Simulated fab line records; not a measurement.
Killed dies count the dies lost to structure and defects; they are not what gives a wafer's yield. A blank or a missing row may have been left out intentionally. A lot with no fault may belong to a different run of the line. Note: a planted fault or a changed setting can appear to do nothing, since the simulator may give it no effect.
Split-lot experiment :: flow sfqLine :: 23 wafers read across 5 lots, on a route 325 steps long

THE SPLIT ITSELF
At SFQ_TRILAYER_I6_DEP_PECVD_165 (deposits SiO2 from SiH4/N2O, time 111.11 s, target thk 500 nm), the setting timeS was moved away from the recipe's 111.11 s on 9 of the 23 wafers read, by -4.8% to +10.8%. For the rest of the wafers, this setting stayed at what the recipe calls for.

Reading taken at the split's own step.

THE READING
SiO2_of_TRILAYER_I6_DEP_PECVD_165.thkNm (the simulator's own value, which no gauge read), in nm, at SFQ_TRILAYER_I6_DEP_PECVD_165 (deposits SiO2 from SiH4/N2O, time 111.11 s, target thk 500 nm). The file gives no usual value for it. Across the 14 wafers here that went through the recipe, the average is 498.2 nm and the standard deviation 6.5 nm.

wafer: L075.2
tool, chamber at the split: pecvd-02, 2
timeS as run, s: 111.11
against the recipe: recipe
SiO2_of_TRILAYER_I6_DEP_PECVD_165.thkNm, nm: 480.2
against lot-mates on the recipe: -

wafer: L075.5
tool, chamber at the split: pecvd-02, 2
timeS as run, s: 111.11
against the recipe: recipe
SiO2_of_TRILAYER_I6_DEP_PECVD_165.thkNm, nm: 495.6
against lot-mates on the recipe: -

wafer: L075.6
tool, chamber at the split: pecvd-02, 1
timeS as run, s: 111.11
against the recipe: recipe
SiO2_of_TRILAYER_I6_DEP_PECVD_165.thkNm, nm: 499.7
against lot-mates on the recipe: -

wafer: L078.1
tool, chamber at the split: pecvd-04, 0
timeS as run, s: 119.6
against the recipe: +7.6%
SiO2_of_TRILAYER_I6_DEP_PECVD_165.thkNm, nm: 531.3
against lot-mates on the recipe: +28.3

wafer: L078.2
tool, chamber at the split: pecvd-04, 1
timeS as run, s: 111.11
against the recipe: recipe
SiO2_of_TRILAYER_I6_DEP_PECVD_165.thkNm, nm: 499.2
against lot-mates on the recipe: -

wafer: L078.3
tool, chamber at the split: pecvd-04, 2
timeS as run, s: 111.11
against the recipe: recipe
SiO2_of_TRILAYER_I6_DEP_PECVD_165.thkNm, nm: 503.5
against lot-mates on the recipe: -

wafer: L078.4
tool, chamber at the split: pecvd-04, 0
timeS as run, s: 111.11
against the recipe: recipe
SiO2_of_TRILAYER_I6_DEP_PECVD_165.thkNm, nm: 506.3
against lot-mates on the recipe: -

wafer: L078.5
tool, chamber at the split: pecvd-04, 2
timeS as run, s: 119.6
against the recipe: +7.6%
SiO2_of_TRILAYER_I6_DEP_PECVD_165.thkNm, nm: 553.5
against lot-mates on the recipe: +50.5

wafer: L081.1
tool, chamber at the split: pecvd-02, 2
timeS as run, s: 123.1
against the recipe: +10.8%
SiO2_of_TRILAYER_I6_DEP_PECVD_165.thkNm, nm: 541.4
against lot-mates on the recipe: +46.0

wafer: L081.2
tool, chamber at the split: pecvd-02, 1
timeS as run, s: 111.11
against the recipe: recipe
SiO2_of_TRILAYER_I6_DEP_PECVD_165.thkNm, nm: 494.3
against lot-mates on the recipe: -

wafer: L081.3
tool, chamber at the split: pecvd-02, 0
timeS as run, s: 111.11
against the recipe: recipe
SiO2_of_TRILAYER_I6_DEP_PECVD_165.thkNm, nm: 496.8
against lot-mates on the recipe: -

wafer: L081.4
tool, chamber at the split: pecvd-02, 0
timeS as run, s: 123.1
against the recipe: +10.8%
SiO2_of_TRILAYER_I6_DEP_PECVD_165.thkNm, nm: 550.1
against lot-mates on the recipe: +54.7

wafer: L081.5
tool, chamber at the split: pecvd-02, 2
timeS as run, s: 111.11
against the recipe: recipe
SiO2_of_TRILAYER_I6_DEP_PECVD_165.thkNm, nm: 495.2
against lot-mates on the recipe: -

wafer: L083.2
tool, chamber at the split: pecvd-03, 0
timeS as run, s: 105.8
against the recipe: -4.8%
SiO2_of_TRILAYER_I6_DEP_PECVD_165.thkNm, nm: 468.8
against lot-mates on the recipe: -32.9

wafer: L083.3
tool, chamber at the split: pecvd-03, 1
timeS as run, s: 111.11
against the recipe: recipe
SiO2_of_TRILAYER_I6_DEP_PECVD_165.thkNm, nm: 496.8
against lot-mates on the recipe: -

wafer: L083.4
tool, chamber at the split: pecvd-03, 1
timeS as run, s: 105.8
against the recipe: -4.8%
SiO2_of_TRILAYER_I6_DEP_PECVD_165.thkNm, nm: 482.9
against lot-mates on the recipe: -18.9

wafer: L083.5
tool, chamber at the split: pecvd-03, 2
timeS as run, s: 111.11
against the recipe: recipe
SiO2_of_TRILAYER_I6_DEP_PECVD_165.thkNm, nm: 506.7
against lot-mates on the recipe: -

wafer: L083.6
tool, chamber at the split: pecvd-03, 0
timeS as run, s: 105.8
against the recipe: -4.8%
SiO2_of_TRILAYER_I6_DEP_PECVD_165.thkNm, nm: 478.3
against lot-mates on the recipe: -23.4

wafer: L085.1
tool, chamber at the split: pecvd-02, 1
timeS as run, s: 111.11
against the recipe: recipe
SiO2_of_TRILAYER_I6_DEP_PECVD_165.thkNm, nm: 502.6
against lot-mates on the recipe: -

wafer: L085.2
tool, chamber at the split: pecvd-02, 2
timeS as run, s: 123.1
against the recipe: +10.8%
SiO2_of_TRILAYER_I6_DEP_PECVD_165.thkNm, nm: 545.1
against lot-mates on the recipe: +45.0

wafer: L085.3
tool, chamber at the split: pecvd-02, 0
timeS as run, s: 111.11
against the recipe: recipe
SiO2_of_TRILAYER_I6_DEP_PECVD_165.thkNm, nm: 494.2
against lot-mates on the recipe: -

wafer: L085.5
tool, chamber at the split: pecvd-02, 2
timeS as run, s: 111.11
against the recipe: recipe
SiO2_of_TRILAYER_I6_DEP_PECVD_165.thkNm, nm: 503.5
against lot-mates on the recipe: -

wafer: L085.6
tool, chamber at the split: pecvd-02, 0
timeS as run, s: 123.1
against the recipe: +10.8%
SiO2_of_TRILAYER_I6_DEP_PECVD_165.thkNm, nm: 563
against lot-mates on the recipe: +62.9

FIT RESULTS
A straight line over all 23 wafers: SiO2_of_TRILAYER_I6_DEP_PECVD_165.thkNm changes by +4.9 nm for each +1% of timeS; r = +0.96; the points scatter about the line by 7.9 nm.
The same after taking each lot's own level away (the mean of its wafers on the recipe; 23 wafers): +4.95 nm for each +1%; r = +0.97; scatter 6.6 nm.
Per that fit: largest timeS move, reading shift of 53 nm.
From 491.83 to 503.00 nm: that is the span of the lots' own levels, equal to 1.7 times the standard deviation above.
The two slopes agree, so the slope changes little with the lot-to-lot level.
Check: with one of the wafers moved furthest among these (+10.8%) left out of the fit, the line predicts +54.8 nm for it against its lot-mates. It came out at +46 nm against them.

THE WHOLE CHAIN: every reading that the file lists as answering this split, in the file's order
step: SFQ_TRILAYER_I6_DEP_PECVD_165
what it does: deposits SiO2 from SiH4/N2O, time 111.11 s, target thk 500 nm
reading: SiO2_of_TRILAYER_I6_DEP_PECVD_165.thkNm (the simulator's own value, which no gauge read)
change (the file's fit): +4.92 nm for each +1% of the setting
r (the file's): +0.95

step: SFQ_TRILAYER_I6_CMP_CMP_166
what it does: polishes SiO2
reading: timeToEndpointS
change (the file's fit): withheld for each +1% of the setting
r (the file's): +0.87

THE FILE'S OWN FIT
SiO2_of_TRILAYER_I6_DEP_PECVD_165.thkNm changes by +4.92 nm for each +1% of timeS, r = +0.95.
